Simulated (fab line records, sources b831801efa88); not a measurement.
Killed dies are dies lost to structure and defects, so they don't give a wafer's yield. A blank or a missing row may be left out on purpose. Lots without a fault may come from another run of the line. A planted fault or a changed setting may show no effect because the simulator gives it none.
fab line records | flow sky130
record lots=11 wafers=33 last_day=50
route steps=708 shown METAL2@501 VIA2@522 CAPM@537 PAD_OPEN@696
lots that met no fault: from a run of the same line without faults
start_h: hours from the record's first day to the start of the lot's first wafer shown | wait_h: hours since the lot's step before | " the same as in the row above | L1.1+2: a row that stands for several wafers | - no value, or no start given | * or withheld: withheld | < > ~ a bound
route shown NAME@n: a module of which the file shows steps, and the number in the route of the first | usual: mean/standard deviation of fault-free wafers | same: alike in all rows | chamber/n: place in a boat | sites: the reading at each site | _std_site: their standard deviation | _edge_site: outer sites' mean less inner sites' | radius_mm: how far each site lies from the wafer's centre | mask NAME#n: copy n | behind: the tool/chamber that last shaped the wafer | hold: why the lot was held/for how many hours/how that ended | device: the transistor (n, p or np) that didn't switch | end of line: the same wafers' tests at the end of the route | a step without rows: its recipe alone | killed: dies lost to structure and defects at the first sort, not the wafer's yield | map: a wafer's dies, x killed, . not, _ none there
set.NAME: the setting as run; set.NAME@STEP: as run at that earlier step | model.NAME: the simulator's own value behind a step, which no gauge read
steps of the route over a sample of lots; a table a step, a row a wafer
services: from which hour (start_h, from the record's first day; less than 0 if before it) a tool's chamber was out of use, for how many hours, and why
## steps
# step SKY_METAL2_ETCH_18
# recipe chemistry=N2/H2 target=BARC ion_energy_ev=200 bias_w=100 pressure_mtorr=30 n2_flow_sccm=100 h2_flow_sccm=200 icp_w=500 stop_on=SiO2 time_s=45.9 target_depth_a=600
# usual drypump_motor_current_A=5.6/0.3 h2_flow_sccm=200.0/0.63 oes_product_au=0.854/0.0048 throttle_valve_pct=13.224/0.0098
# columns lot.wafer tool chamber start_h wait_h drypump_motor_current_A h2_flow_sccm oes_product_au rf_hours_counter_h throttle_valve_pct
L265.1 rie_metal-04 0 844.11 0.0 5.8 200.7 0.851 13 13.222
L265.2 " 1 " " 5.2 199.2 0.853 1 13.238
L265.4 " 1 " " 5.2 200.6 0.856 - 13.219
L267.1 rie_metal-01 0 855.70 0.0 6.1 201.6 0.854 8 13.220
L267.5 " 0 " " 6.0 200.2 0.856 - 13.252
L267.6 " 1 " " 5.1 200.1 0.854 - 13.221
L272.2 rie_metal-03 1 895.35 0.0 5.8 199.5 0.859 9 13.234
L272.3 " 0 " " 5.6 199.5 0.853 - 13.213
L272.6 " 0 " " 5.6 199.3 0.858 - 13.223
L273.1 rie_metal-04 0 903.26 0.0 5.8 200.6 0.857 15 13.220
L273.3 " 0 " " 5.8 200.5 0.852 - 13.212
L273.4 " 1 " " 5.2 200.8 0.856 - 13.228
L274.2 rie_metal-04 0 913.65 0.0 5.8 199.8 0.853 16 13.223
L274.3 " 1 " " 5.2 201.0 0.855 - 13.235
L274.5 " 0 " " 5.8 199.9 0.850 - 13.240
L275.3 rie_metal-01 0 917.57 0.0 6.1 200.3 0.848 - 13.220
L275.4 " 1 " " 5.1 201.2 0.855 - 13.223
L275.6 " 0 " " 6.1 199.4 0.853 - 13.240
L280.1 rie_metal-03 0 948.87 0.0 5.5 199.2 0.850 19 13.200
L280.2 " 1 " " 5.8 199.4 0.854 11 13.225
L280.6 " 0 " " 5.5 199.7 0.846 - 13.238
L282.1 rie_metal-03 0 968.15 0.0 5.6 200.0 0.847 20 13.226
L282.2 " 1 " " 5.8 199.8 0.855 12 13.227
L282.4 " 0 " " 5.6 199.9 0.847 - 13.223
L283.3 rie_metal-03 0 971.82 0.1 5.6 200.2 0.852 - 13.221
L283.5 " 0 " " 5.6 200.0 0.861 - 13.247
L283.6 " 0 " " 5.6 199.4 0.841 - 13.216
L284.3 rie_metal-03 0 982.32 0.1 5.6 200.2 0.854 - 13.221
L284.4 " 0 " " 5.6 198.6 0.854 - 13.235
L284.5 " 0 " " 5.6 199.6 0.854 - 13.221
L285.2 rie_metal-03 1 987.10 0.0 5.8 200.5 0.844 13 13.238
L285.3 " 1 " " 5.8 199.6 0.858 - 13.230
L285.4 " 0 " " 5.6 199.3 0.851 - 13.217
# step SKY_VIA2_ETCH_15
# recipe target=SiO2 chemistry=C4F8/O2/Ar target_depth_nm=546 stop_on=TiN mask_material=KrF-thick source_w=1500 bias_w=1200 pressure_mtorr=40 c4f8_flow_sccm=withheld O2_flow_sccm=6 Ar_flow_sccm=300 time_s=84
# usual oes_product_au=0.939/0.0049
# columns lot.wafer tool chamber start_h wait_h oes_product_au rf_hours_counter_h
L265.1 rie_diel-04 0 871.42 0.0 0.939 18
L265.2 " 1 " " 0.943 5
L265.4 " 2 " " 0.934 6
L267.1 rie_diel-02 0 883.01 0.0 0.944 10
L267.5 " 2 " " 0.934 -
L267.6 " 1 " " 0.937 -
L272.2 rie_diel-02 2 921.82 0.0 0.935 19
L272.3 " 0 " " 0.939 12
L272.6 " 0 " " 0.944 -
L273.1 rie_diel-04 1 928.76 0.0 0.944 6
L273.3 " 3 " " 0.935 6
L273.4 " 0 " " 0.939 19
L274.2 rie_diel-04 3 940.46 0.0 0.936 6
L274.3 " 2 " " 0.934 8
L274.5 " 3 " " 0.940 -
L275.3 rie_diel-02 2 943.91 0.0 0.939 20
L275.4 " 3 " " 0.940 22
L275.6 " 1 " " 0.939 -
L280.1 rie_diel-01 3 974.26 0.0 0.935 13
L280.2 " 0 " " 0.941 4
L280.6 " 0 " " 0.936 -
L282.1 rie_diel-04 1 992.88 0.0 0.936 8
L282.2 " 2 " " 0.936 9
L282.4 " 0 " " 0.939 -
L283.3 rie_diel-01 2 996.86 0.0 0.942 12
L283.5 " 0 " " 0.941 -
L283.6 " 1 " " 0.942 -
L284.3 rie_diel-02 2 1007.46 0.0 0.936 22
L284.4 " 1 " " 0.931 14
L284.5 " 0 " " 0.939 -
L285.2 rie_diel-02 1 1011.26 0.0 0.939 14
L285.3 " 0 " " 0.948 15
L285.4 " 3 " " 0.934 24
# step SKY_CAPM_CVD_00
# recipe material=SiO2 target_thk_nm=15.5 temp_c=400 time_s=withheld rf_w=450
# usual heater_power_w=707/110
# columns lot.wafer tool chamber start_h wait_h heater_power_w
L265.1 pecvd-01 2 873.00 0.0 646
L265.2 " 1 " " 739
L265.4 " 2 " " 629
L267.1 pecvd-02 1 884.50 0.0 511
L267.5 " 0 " " 906
L267.6 " 1 " " 532
L272.2 pecvd-02 1 923.31 0.0 517
L272.3 " 2 " " 578
L272.6 " 0 " " 915
L273.1 pecvd-03 2 930.24 0.0 667
L273.3 " 1 " " 640
L273.4 " 1 " " 660
L274.2 pecvd-03 0 942.12 0.0 696
L274.3 " 1 " " 747
L274.5 " 1 " " 745
L275.3 pecvd-01 1 945.73 0.0 796
L275.4 " 1 " " 802
L275.6 " 2 " " 637
L280.1 pecvd-02 1 976.15 0.0 579
L280.2 " 2 " " 578
L280.6 " 2 " " 577
L282.1 pecvd-02 2 994.37 0.0 675
L282.2 " 0 " " 926
L282.4 " 2 " " 661
L283.3 pecvd-01 2 998.34 0.0 604
L283.5 " 0 " " 712
L283.6 " 2 " " 599
L284.3 pecvd-02 2 1008.99 0.0 640
L284.4 " 2 " " 641
L284.5 " 0 " " 829
L285.2 pecvd-01 2 1012.77 0.0 694
L285.3 " 0 " " 797
L285.4 " 0 " " 811
# step SKY_PAD_OPEN_COAT_02
# recipe spin_rpm=2000 resist_thk_nm=3000
# usual spin_speed_rpm=2000.0/1.3
# columns lot.wafer tool chamber start_h wait_h spin_speed_rpm
L265.1 litho_track-01 0 1081.77 0.1 2000.8
L265.2 " 0 " " 2000.1
L265.4 " 0 " " 2000.1
L267.1 litho_track-02 0 1089.91 0.1 2000.0
L267.5 " 0 " " 2001.4
L267.6 " 0 " " 2000.2
L272.2 litho_track-02 0 1121.94 0.1 1996.8
L272.3 " 0 " " 1999.8
L272.6 " 0 " " 1997.5
L273.1 litho_track-03 0 1126.96 0.1 2000.7
L273.3 " 0 " " 2001.8
L273.4 " 0 " " 1998.5
L274.2 litho_track-02 0 1133.79 0.1 2048.2
L274.3 " 0 " " 2044.0
L274.5 " 0 " " 2048.7
L275.3 litho_track-02 0 1138.86 0.1 2047.5
L275.4 " 0 " " 2046.5
L275.6 " 0 " " 2048.3
L280.1 litho_track-01 0 1162.87 0.1 1999.4
L280.2 " 0 " " 2000.0
L280.6 " 0 " " 2000.9
L282.1 litho_track-01 0 1174.87 0.1 2000.6
L282.2 " 0 " " 2000.0
L282.4 " 0 " " 1999.1
L283.3 litho_track-01 0 1178.02 0.1 2000.9
L283.5 " 0 " " 1998.4
L283.6 " 0 " " 2002.4
L284.3 litho_track-03 0 1184.16 0.1 1999.8
L284.4 " 0 " " 1997.9
L284.5 " 0 " " 2000.0
L285.2 litho_track-01 0 1186.84 0.1 2001.7
L285.3 " 0 " " 1999.5
L285.4 " 0 " " 1997.8
# step SKY_PAD_OPEN_STRIP_08
# recipe chemistry=O2/N2 power_w=1400 pressure_mtorr=1500 platen_temp_c=withheld overash_fraction=0.7 o2_flow_sccm=3000 n2_flow_sccm=300
# usual drypump_motor_current_A=5.8/0.49 oes_product_au=0.663/0.005 strip_time_to_endpoint_s=37.09/0.12
# same overash_fraction=0.7
# columns lot.wafer tool chamber start_h wait_h drypump_motor_current_A oes_product_au rf_hours_counter_h strip_time_to_endpoint_s
L265.1 plasma_asher-02 1 1091.82 0.1 5.1 0.669 67 37.12
L265.2 " 0 " " 5.9 0.664 67 37.17
L265.4 " 0 " " 5.8 0.659 - 37.25
L267.1 plasma_asher-03 0 1100.12 0.1 6.2 0.667 36 37.26
L267.5 " 0 " " 6.2 0.668 - 37.11
L267.6 " 1 " " 6.2 0.663 - 37.35
L272.2 plasma_asher-01 1 1131.57 0.1 4.9 0.659 106 37.18
L272.3 " 0 " " 5.8 0.655 - 37.13
L272.6 " 0 " " 5.8 0.658 - 37.12
L273.1 plasma_asher-02 0 1136.67 0.1 5.9 0.661 70 37.12
L273.3 " 0 " " 5.9 0.670 - 37.19
L273.4 " 1 " " 5.1 0.666 - 37.16
L274.2 plasma_asher-01 1 1143.37 0.1 4.9 0.661 108 36.68
L274.3 " 1 " " 4.9 0.660 - 36.61
L274.5 " 0 " " 5.8 0.669 - 36.62
L275.3 plasma_asher-03 1 1148.75 0.1 6.2 0.653 - 36.74
L275.4 " 0 " " 6.2 0.664 - 36.72
L275.6 " 1 " " 6.2 0.662 - 36.72
L280.1 plasma_asher-03 1 1172.57 0.1 6.2 0.669 43 37.02
L280.2 " 0 " " 6.2 0.662 43 37.07
L280.6 " 1 " " 6.2 0.666 - 36.97
L282.1 plasma_asher-01 1 1182.92 0.1 4.9 0.668 111 37.05
L282.2 " 0 " " 5.8 0.664 111 37.20
L282.4 " 0 " " 5.8 0.658 - 37.02
L283.3 plasma_asher-02 1 1186.35 0.1 5.2 0.661 - 37.08
L283.5 " 1 " " 5.1 0.664 - 37.05
L283.6 " 0 " " 5.8 0.663 - 37.06
L284.3 plasma_asher-03 1 1192.40 0.1 6.2 0.665 - 37.01
L284.4 " 0 " " 6.2 0.657 - 37.06
L284.5 " 0 " " 6.2 0.660 - 36.95
L285.2 plasma_asher-03 0 1194.87 0.1 6.2 0.670 45 37.09
L285.3 " 1 " " 6.2 0.664 - 37.22
L285.4 " 0 " " 6.2 0.658 - 37.28
## services
# columns tool chamber start_h hours kind
rie_diel-04 1 830.27 5.6 repair
pecvd-02 0 845.74 6.1 repair
rie_diel-04 - 853.79 0.7 repair
rie_metal-03 - 855.62 1.4 pm
rie_diel-04 3 890.81 4.7 repair
plasma_asher-01 - 891.64 10.5 repair
pecvd-02 2 894.33 19.6 repair
rie_diel-02 1 909.36 8.2 repair
rie_metal-03 - 929.48 2.8 pm
rie_diel-04 1 940.00 5.6 repair
pecvd-01 - 946.59 0.6 repair
pecvd-02 2 949.28 9.0 repair
rie_metal-03 1 971.58 15.1 repair
rie_diel-02 3 975.16 3.4 repair
pecvd-02 - 978.07 0.8 pm
rie_diel-04 3 986.26 12.3 repair
plasma_asher-03 - 987.77 14.6 pm
rie_diel-02 - 998.45 2.8 pm
rie_diel-04 2 1007.67 28.8 repair
pecvd-02 0 1031.55 5.7 repair
rie_diel-02 1 1100.63 3.1 repair
rie_diel-02 1 1116.18 11.5 repair
rie_diel-04 - 1138.64 2.7 repair
rie_diel-04 0 1175.41 4.7 repair
## key
first_sign step=SKY_PAD_OPEN_COAT_02 reading=spin_speed_rpm direction=up sigmas=35 usual=2000.0 struck=2047.2
effect step=SKY_PAD_OPEN_STRIP_08 reading=strip_time_to_endpoint_s direction=down sigmas=3.4 usual=* struck=*
met_at SKY_PAD_OPEN_COAT_02
struck_lots L274,L275
not_acting_at SKY_METAL2_ETCH_18,SKY_VIA2_ETCH_15,SKY_CAPM_CVD_00
onset_between 1121.94 1133.79
fault kind=process_parameter_drift tool=litho_track-02 chamber=- onset_h=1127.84 steps=SKY_PAD_OPEN_COAT_02 channel=spin_rpm offset=47.401 shape=step end_h=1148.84 acts_in=these_recipes_only stated=2000
